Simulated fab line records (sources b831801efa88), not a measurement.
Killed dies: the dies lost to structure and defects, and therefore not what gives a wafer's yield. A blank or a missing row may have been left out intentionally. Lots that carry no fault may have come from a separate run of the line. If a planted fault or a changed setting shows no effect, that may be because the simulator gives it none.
Which tool is to blame? :: flow gf180mcu :: Sampling: 11 lots, 33 wafers, 4 of 602 route steps

WHAT THE GAUGES READ, wafer by wafer
GF_M5_OVL_MEAS_08.
lot: L691
measured: day 26 09:59
on: overlay-02
M5_OVL (nm): 1 0 1

lot: L693
measured: day 27 06:43
on: overlay-02
M5_OVL (nm): -1 -3 1

lot: L696
measured: day 28 08:51
on: overlay-01
M5_OVL (nm): -3 -7 -2

lot: L697
measured: day 29 01:59
on: overlay-01
M5_OVL (nm): 10 1 15

lot: L698
measured: day 29 04:09
on: overlay-01
M5_OVL (nm): 2 0 0

lot: L700
measured: day 29 18:04
on: overlay-02
M5_OVL (nm): -6 -6 -8

lot: L701
measured: day 29 23:29
on: overlay-01
M5_OVL (nm): 1 4 -8

lot: L703
measured: day 30 07:06
on: overlay-02
M5_OVL (nm): -4 -1 10

lot: L704
measured: day 30 11:20
on: overlay-01
M5_OVL (nm): 3 0 -6

lot: L712
measured: day 32 16:00
on: overlay-02
M5_OVL (nm): -3 3 -4

lot: L714
measured: day 33 00:00
on: overlay-01
M5_OVL (nm): 3 7 7

EACH LOT AND THE TOOL THAT RAN IT (in order: tool; ch and the chambers of the sampled wafers; start)
lot: L691
GF_MIM_SPUTTER_00: pvd_sputter-03, day 24 14:35
GF_MIM_STRIP_20: plasma_asher-04 ch 0,1, day 25 12:33
GF_M5_COAT_02: litho_track-03 ch 0, day 25 22:50

lot: L693
GF_MIM_SPUTTER_00: pvd_sputter-03, day 25 11:50
GF_MIM_STRIP_20: plasma_asher-01 ch 0,1, day 26 09:27
GF_M5_COAT_02: litho_track-03 ch 0, day 26 20:05

lot: L696
GF_MIM_SPUTTER_00: pvd_sputter-03, day 26 15:11
GF_MIM_STRIP_20: plasma_asher-04 ch 0,1, day 27 12:00
GF_M5_COAT_02: litho_track-04 ch 0, day 27 22:26

lot: L697
GF_MIM_SPUTTER_00: pvd_sputter-01, day 27 10:35
GF_MIM_STRIP_20: plasma_asher-04 ch 0,1, day 28 06:45
GF_M5_COAT_02: litho_track-04 ch 0, day 28 16:29

lot: L698
GF_MIM_SPUTTER_00: pvd_sputter-01, day 27 11:37
GF_MIM_STRIP_20: plasma_asher-04 ch 0,1, day 28 08:34
GF_M5_COAT_02: litho_track-03 ch 0, day 28 18:17

lot: L700
GF_MIM_SPUTTER_00: pvd_sputter-03, day 28 02:37
GF_MIM_STRIP_20: plasma_asher-02 ch 0, day 28 22:08
GF_M5_COAT_02: litho_track-03 ch 0, day 29 08:24

lot: L701
GF_MIM_SPUTTER_00: pvd_sputter-01, day 28 08:50
GF_MIM_STRIP_20: plasma_asher-04 ch 0,1, day 29 04:04
GF_M5_COAT_02: litho_track-03 ch 0, day 29 13:36

lot: L703
GF_MIM_SPUTTER_00: pvd_sputter-04, day 28 17:06
GF_MIM_STRIP_20: plasma_asher-02 ch 0,1, day 29 12:07
GF_M5_COAT_02: litho_track-04 ch 0, day 29 21:19

lot: L704
GF_MIM_SPUTTER_00: pvd_sputter-03, day 28 21:08
GF_MIM_STRIP_20: plasma_asher-02 ch 0,1, day 29 16:38
GF_M5_COAT_02: litho_track-02 ch 0, day 30 02:01

lot: L712
GF_MIM_SPUTTER_00: pvd_sputter-04, day 31 05:20
GF_MIM_STRIP_20: plasma_asher-01 ch 0,1, day 31 22:57
GF_M5_COAT_02: litho_track-03 ch 0, day 32 07:11

lot: L714
GF_MIM_SPUTTER_00: pvd_sputter-03, day 31 13:14
GF_MIM_STRIP_20: plasma_asher-04 ch 0,1, day 32 06:58
GF_M5_COAT_02: litho_track-04 ch 0, day 32 15:44
- GF_MIM_SPUTTER_00: material Ti, target thk 37.5 nm, time 150 s.
- GF_MIM_STRIP_20: strips in O2/N2.
- GF_M5_COAT_02: resist thk 1000 nm.

WHAT THE TOOLS THEMSELVES READ (means of the sampled wafers that have a number; where no wafer has one, the mark that the record gives instead)
GF_MIM_SPUTTER_00.
lot: L691
tool: pvd_sputter-03
throttle_valve_pct (%): 30.2

lot: L693
tool: pvd_sputter-03
throttle_valve_pct (%): 30.3

lot: L696
tool: pvd_sputter-03
throttle_valve_pct (%): 30.6

lot: L697
tool: pvd_sputter-01
throttle_valve_pct (%): 31.3

lot: L698
tool: pvd_sputter-01
throttle_valve_pct (%): 31.3

lot: L700
tool: pvd_sputter-03
throttle_valve_pct (%): 30.3

lot: L701
tool: pvd_sputter-01
throttle_valve_pct (%): 30.4

lot: L703
tool: pvd_sputter-04
throttle_valve_pct (%): 30.0

lot: L704
tool: pvd_sputter-03
throttle_valve_pct (%): 30.2

lot: L712
tool: pvd_sputter-04
throttle_valve_pct (%): 29.9

lot: L714
tool: pvd_sputter-03
throttle_valve_pct (%): 29.7

GF_MIM_STRIP_20.
lot: L691
tool: plasma_asher-04
drypump_motor_current_A (A): 5.6
heater_power_w (W): 318
n2_flow_sccm (sccm): 300.5
oes_product_au (a.u.): 0.690
strip_time_to_endpoint_s (s): 11.21

lot: L693
tool: plasma_asher-01
drypump_motor_current_A (A): 5.9
heater_power_w (W): 349
n2_flow_sccm (sccm): 300.5
oes_product_au (a.u.): 0.693
strip_time_to_endpoint_s (s): 11.19

lot: L696
tool: plasma_asher-04
drypump_motor_current_A (A): 5.6
heater_power_w (W): 325
n2_flow_sccm (sccm): 301.0
oes_product_au (a.u.): 0.698
strip_time_to_endpoint_s (s): 11.29

lot: L697
tool: plasma_asher-04
drypump_motor_current_A (A): 5.6
heater_power_w (W): 321
n2_flow_sccm (sccm): 299.8
oes_product_au (a.u.): 0.695
strip_time_to_endpoint_s (s): 11.22

lot: L698
tool: plasma_asher-04
drypump_motor_current_A (A): 5.7
heater_power_w (W): 319
n2_flow_sccm (sccm): 300.0
oes_product_au (a.u.): 0.696
strip_time_to_endpoint_s (s): 11.24

lot: L700
tool: plasma_asher-02
drypump_motor_current_A (A): 5.0
heater_power_w (W): 374
n2_flow_sccm (sccm): 300.5
oes_product_au (a.u.): 0.690
strip_time_to_endpoint_s (s): 11.24

lot: L701
tool: plasma_asher-04
drypump_motor_current_A (A): 5.6
heater_power_w (W): 310
n2_flow_sccm (sccm): 299.1
oes_product_au (a.u.): 0.694
strip_time_to_endpoint_s (s): 11.25

lot: L703
tool: plasma_asher-02
drypump_motor_current_A (A): 5.3
heater_power_w (W): 378
n2_flow_sccm (sccm): 299.9
oes_product_au (a.u.): 0.698
strip_time_to_endpoint_s (s): 11.32

lot: L704
tool: plasma_asher-02
drypump_motor_current_A (A): 5.3
heater_power_w (W): 379
n2_flow_sccm (sccm): 300.2
oes_product_au (a.u.): 0.693
strip_time_to_endpoint_s (s): 11.22

lot: L712
tool: plasma_asher-01
drypump_motor_current_A (A): 5.9
heater_power_w (W): 346
n2_flow_sccm (sccm): 300.3
oes_product_au (a.u.): 0.688
strip_time_to_endpoint_s (s): 11.23

lot: L714
tool: plasma_asher-04
drypump_motor_current_A (A): 5.7
heater_power_w (W): 309
n2_flow_sccm (sccm): 299.5
oes_product_au (a.u.): 0.693
strip_time_to_endpoint_s (s): 11.19

THE ANSWER, worked out from the rows above alone
Rule: the lots themselves supply what counts as usual. Put in order of their means at a reading, lots are off if they are a third of the lots or fewer, leave a main group of 4 or more, and stand apart from it by a gap of 3 or more times the standard deviation of the main group's means; of several such gaps the widest counts. Not used: any main group whose means are identical at the precision the tables above print for the reading. A lot without any number at a reading at which 4 lots or more have one is off too. All remaining lots with rows at the step are treated as sound. First the gauges in route order, then the tools' own readings, where a lot's mean is used as printed above. At the first step where some lot is off, the reading lying furthest off is the one used; lots without a number count as furthest.
No lot is off on any of the readings shown, so nothing can be concluded from this.

WHAT THE SIMULATOR HAD PUT IN
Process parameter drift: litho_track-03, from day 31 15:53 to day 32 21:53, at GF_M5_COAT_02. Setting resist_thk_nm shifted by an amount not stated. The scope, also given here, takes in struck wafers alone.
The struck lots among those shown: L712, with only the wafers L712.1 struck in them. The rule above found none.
